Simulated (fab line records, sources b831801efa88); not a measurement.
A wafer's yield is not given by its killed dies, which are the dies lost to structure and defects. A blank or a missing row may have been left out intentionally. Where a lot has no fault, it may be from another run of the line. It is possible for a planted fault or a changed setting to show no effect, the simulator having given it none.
The tool behind it: which one?	flow gf180mcu	Sampling: 13 lots, 39 wafers, 4 of 602 route steps

## WHAT THE GAUGES SHOWED, per wafer
GF_VT_IMPLANT_TW_MEAS_21.
lot	measured	on	VT_IMPLANT_2_TW
L467	day 6 06:34	film_metro-01	1227 1231 1231
L468	day 6 10:31	film_metro-01	1238 1233 1231
L469	day 6 20:52	film_metro-02	1200 1199 1199
L470	day 7 00:39	film_metro-01	1225 1222 1224
L474	day 8 03:15	film_metro-04	1195 1200 1200
L476	day 8 14:34	film_metro-02	1169 1169 1175
L480	day 9 15:20	film_metro-04	1232 1235 1239
L484	day 10 17:32	film_metro-04	1217 1232 1230
L485	day 11 00:54	film_metro-01	1233 1238 1239
L486	day 11 07:14	film_metro-02	1202 1211 1212
L487	day 11 15:07	film_metro-04	1223 1226 1228
L488	day 11 18:52	film_metro-02	1206 1208 1200
L490	day 12 14:46	film_metro-02	1219 1215 1227

GF_PSD_OVL_MEAS_08.
lot	measured	on	PSD_OVL (nm)
L467	day 14 04:28	overlay-01	-0.9 -2.0 -0.4
L468	day 14 10:49	overlay-02	-0.5 -0.2 0.5
L469	day 15 00:26	overlay-02	-2.7 -1.6 -4.3
L470	day 15 05:03	overlay-01	-1.0 -1.3 -0.7
L474	day 16 20:34	overlay-01	3.0 2.5 2.5
L476	day 17 05:22	overlay-01	2.3 2.1 2.2
L480	day 18 15:25	overlay-01	0.9 -0.7 -1.1
L484	day 20 05:38	overlay-02	0.6 0.6 0.1
L485	day 20 13:27	overlay-02	-0.4 -2.4 -1.9
L486	day 20 20:43	overlay-02	-0.4 0.5 0.4
L487	day 21 08:38	overlay-01	-1.8 -1.4 -0.4
L488	day 21 12:44	overlay-01	3.2 2.5 2.4
L490	day 22 13:54	overlay-02	1.9 -1.4 1.7

GF_PSD_RS_MEAS_15: the measuring method here is four-point-probe.
lot	measured	on	PSD_RS (ohm/sq)
L467	day 14 05:07	film_metro-02	107.39 107.45 107.54
L468	day 14 11:26	film_metro-01	108.18 107.59 107.97
L469	day 15 01:05	film_metro-04	107.36 107.18 107.65
L470	day 15 05:40	film_metro-04	107.88 107.85 107.36
L474	day 16 21:11	film_metro-01	107.90 107.81 108.22
L476	day 17 05:59	film_metro-04	107.81 107.99 107.76
L480	day 18 16:03	film_metro-04	107.68 107.89 107.74
L484	day 20 06:17	film_metro-01	108.32 107.89 107.76
L485	day 20 14:04	film_metro-02	107.73 107.62 107.72
L486	day 20 21:19	film_metro-04	107.83 107.93 107.85
L487	day 21 09:17	film_metro-02	107.71 108.21 107.89
L488	day 21 13:23	film_metro-04	107.88 107.66 107.20
L490	day 22 14:31	film_metro-04	107.83 107.87 107.99

## EACH LOT AND THE TOOL THAT RAN IT (in order: tool; ch and the chambers of the sampled wafers; start)
lot	GF_VT_IMPLANT_IMPLANT_19
L467	implanter-04 ch 0, day 6 06:19
L468	implanter-03 ch 0, day 6 10:17
L469	implanter-03 ch 0, day 6 20:40
L470	implanter-03 ch 0, day 7 00:25
L474	implanter-03 ch 0, day 8 03:01
L476	implanter-03 ch 0, day 8 14:20
L480	implanter-04 ch 0, day 9 15:07
L484	implanter-04 ch 0, day 10 17:20
L485	implanter-01 ch 0, day 11 00:40
L486	implanter-03 ch 0, day 11 06:59
L487	implanter-03 ch 0, day 11 14:52
L488	implanter-01 ch 0, day 11 18:37
L490	implanter-04 ch 0, day 12 14:31
- GF_VT_IMPLANT_IMPLANT_19

## WHAT THE TOOLS THEMSELVES READ (means of the sampled wafers that have a number; where no wafer has one, the mark that the record gives instead)
GF_VT_IMPLANT_IMPLANT_19.
lot	tool	beam_energy_keV	beam_on_s (s)	tilt_deg (degrees)
L467	implanter-04	99.99	9.98	6.995
L468	implanter-03	100.01	10.02	7.009
L469	implanter-03	100.04	10.03	6.993
L470	implanter-03	100.01	10.02	7.003
L474	implanter-03	91.74	10.07	7.006
L476	implanter-03	91.79	9.93	6.987
L480	implanter-04	100.01	9.82	7.023
L484	implanter-04	100.02	10.28	7.009
L485	implanter-01	100.02	10.09	7.023
L486	implanter-03	100.01	9.94	6.992
L487	implanter-03	100.00	10.03	7.017
L488	implanter-01	99.98	9.99	6.985
L490	implanter-04	100.02	9.91	6.975

## THE ANSWER, worked out from the rows above alone
Rule: the usual values come from the lots themselves. Put in order of their means at a reading, lots are off if they are a third of the lots or fewer, leave a main group of 4 or more, and stand apart from it by a gap of 3 or more times the standard deviation of the main group's means; of several such gaps the widest counts. Not used: any main group whose means are identical at the precision the tables above print for the reading. A lot without any number at a reading at which 4 lots or more have one is off too. Any other lot the step has rows for is counted as sound. First the gauges in route order, then the tools' own readings, where a lot's mean is used as printed above. The first step at which some lot is off is used, and at that step the reading that is off furthest; a lot without a number counts as furthest.
Off, at GF_VT_IMPLANT_IMPLANT_19 on beam_energy_keV: L474, L476. Mean 100.01 and standard deviation 0.015 in the main group.
A tool fits if, at that step or a process step before it, it ran every lot that is off, and no sound lot after the first of them. None of those tried fits.

## WHAT THE SIMULATOR HAD INSERTED
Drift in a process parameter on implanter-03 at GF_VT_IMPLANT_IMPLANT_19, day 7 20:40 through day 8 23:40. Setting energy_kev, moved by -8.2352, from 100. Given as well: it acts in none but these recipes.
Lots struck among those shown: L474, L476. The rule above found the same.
